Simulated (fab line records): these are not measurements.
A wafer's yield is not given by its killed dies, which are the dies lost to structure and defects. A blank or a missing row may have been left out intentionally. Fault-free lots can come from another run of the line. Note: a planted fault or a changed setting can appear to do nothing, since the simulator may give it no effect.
Split-lot trial + flow sky130 + 5 lots, 23 wafers read, on a route of 708 steps

ABOUT THE SPLIT
At SKY_VT_ADJUST_HVTR_COAT_02 (resist thk 1140 nm), the setting spinRpm was moved away from the recipe's 3000 rpm on 11 of the 23 wafers read, by +2.1% to +6.5%. For the rest of the wafers, this setting stayed at what the recipe calls for.

Reading taken at the split's own step.

THE READING
NOVOLAK_of_VT_ADJUST_HVTR_COAT_02.thkNm (the simulator's own value, which no gauge read), in nm, at SKY_VT_ADJUST_HVTR_COAT_02 (resist thk 1140 nm). There is no usual value for it anywhere in the file. Average 1140 nm, standard deviation 3.7 nm, over the 12 wafers here run with the recipe.

| wafer  | tool, chamber at the split | spinRpm as run, rpm | against the recipe | NOVOLAK_of_VT_ADJUST_HVTR_COAT_02.thkNm, nm | against lot-mates on the recipe |
|--------|----------------------------|---------------------|--------------------|---------------------------------------------|---------------------------------|
| L077.1 | lithoTrack-04, 0           | 3000                | recipe             | 1140                                        | -                               |
| L077.2 | lithoTrack-04, 0           | 3196                | +6.5%              | 1104                                        | -33                             |
| L077.3 | lithoTrack-04, 0           | 3196                | +6.5%              | 1102                                        | -35                             |
| L077.4 | lithoTrack-04, 0           | 3000                | recipe             | 1133                                        | -                               |
| L077.5 | lithoTrack-04, 0           | 3000                | recipe             | 1137                                        | -                               |
| L079.1 | lithoTrack-04, 0           | 3000                | recipe             | 1142                                        | -                               |
| L079.2 | lithoTrack-04, 0           | 3180                | +6.0%              | 1109                                        | -34                             |
| L079.3 | lithoTrack-04, 0           | 3000                | recipe             | 1143                                        | -                               |
| L079.4 | lithoTrack-04, 0           | 3180                | +6.0%              | 1111                                        | -32                             |
| L079.5 | lithoTrack-04, 0           | 3180                | +6.0%              | 1107                                        | -36                             |
| L080.2 | lithoTrack-03, 0           | 3064                | +2.1%              | 1130                                        | -14                             |
| L080.3 | lithoTrack-03, 0           | 3000                | recipe             | 1143                                        | -                               |
| L080.4 | lithoTrack-03, 0           | 3000                | recipe             | 1144                                        | -                               |
| L080.5 | lithoTrack-03, 0           | 3064                | +2.1%              | 1135                                        | -8                              |
| L080.6 | lithoTrack-03, 0           | 3064                | +2.1%              | 1129                                        | -14                             |
| L083.1 | lithoTrack-03, 0           | 3000                | recipe             | 1145                                        | -                               |
| L083.3 | lithoTrack-03, 0           | 3000                | recipe             | 1144                                        | -                               |
| L083.4 | lithoTrack-03, 0           | 3178                | +5.9%              | 1110                                        | -34                             |
| L083.5 | lithoTrack-03, 0           | 3178                | +5.9%              | 1114                                        | -30                             |
| L083.6 | lithoTrack-03, 0           | 3178                | +5.9%              | 1112                                        | -32                             |
| L085.1 | lithoTrack-02, 0           | 3000                | recipe             | 1138                                        | -                               |
| L085.4 | lithoTrack-02, 0           | 3000                | recipe             | 1138                                        | -                               |
| L085.2 | lithoTrack-02, 0           | 3000                | recipe             | 1136                                        | -                               |

FIT RESULTS
A straight line over all 23 wafers: NOVOLAK_of_VT_ADJUST_HVTR_COAT_02.thkNm changes by -5.21 nm for each +1% of spinRpm; r = -0.98; the points scatter about the line by 3.5 nm.
The same after taking each lot's own level away (the mean of its wafers on the recipe; 23 wafers): -5.42 nm for each +1%; r = -0.99; scatter 1.9 nm.
That fit puts the effect of the largest move of spinRpm on the reading at 35 nm.
From 1136.7 to 1144.5 nm: that is the span of the lots' own levels, equal to 2.1 times the standard deviation above.
The two slopes agree, so the slope changes little with the lot-to-lot level.
Check: with one of the wafers moved furthest among these (+6.5%) left out of the fit, the line predicts -35.9 nm for it against its lot-mates. Against them it came out at -32.7 nm.

THE OTHER SPLITS THESE WAFERS WENT THROUGH
Other splits were also applied to these wafers ahead of the reading. Each is held against what the fit with the lots' levels taken away leaves over:
| other split on the same wafers          | wafers away from the commonest value | r with NOVOLAK_of_VT_ADJUST_HVTR_COAT_02.thkNm (lot level and that fit taken away) |
|-----------------------------------------|--------------------------------------|------------------------------------------------------------------------------------|
| SKY_VT_ADJUST_LVTN_STRIP_20 o2FlowSccm  | 8                                    | +0.31                                                                              |
| SKY_VT_ADJUST_NCORE_DEVELOP_06 devTempC | 9                                    | +0.10                                                                              |

THE WHOLE CHAIN: every reading that the file lists as answering this split, in the file's order
| step                        | what it does       | reading                                                                                  | change (the file's fit)              | r (the file's) |
|-----------------------------|--------------------|------------------------------------------------------------------------------------------|--------------------------------------|----------------|
| SKY_VT_ADJUST_HVTR_COAT_02  | resist thk 1140 nm | NOVOLAK_of_VT_ADJUST_HVTR_COAT_02.thkNm (the simulator's own value, which no gauge read) | -5.39 nm for each +1% of the setting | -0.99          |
| SKY_VT_ADJUST_HVTR_STRIP_10 | strips in O2/N2    | stripTimeToEndpointS                                                                     | withheld for each +1% of the setting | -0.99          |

THE FILE'S OWN FIT
NOVOLAK_of_VT_ADJUST_HVTR_COAT_02.thkNm changes by -5.39 nm for each +1% of spinRpm, r = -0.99.
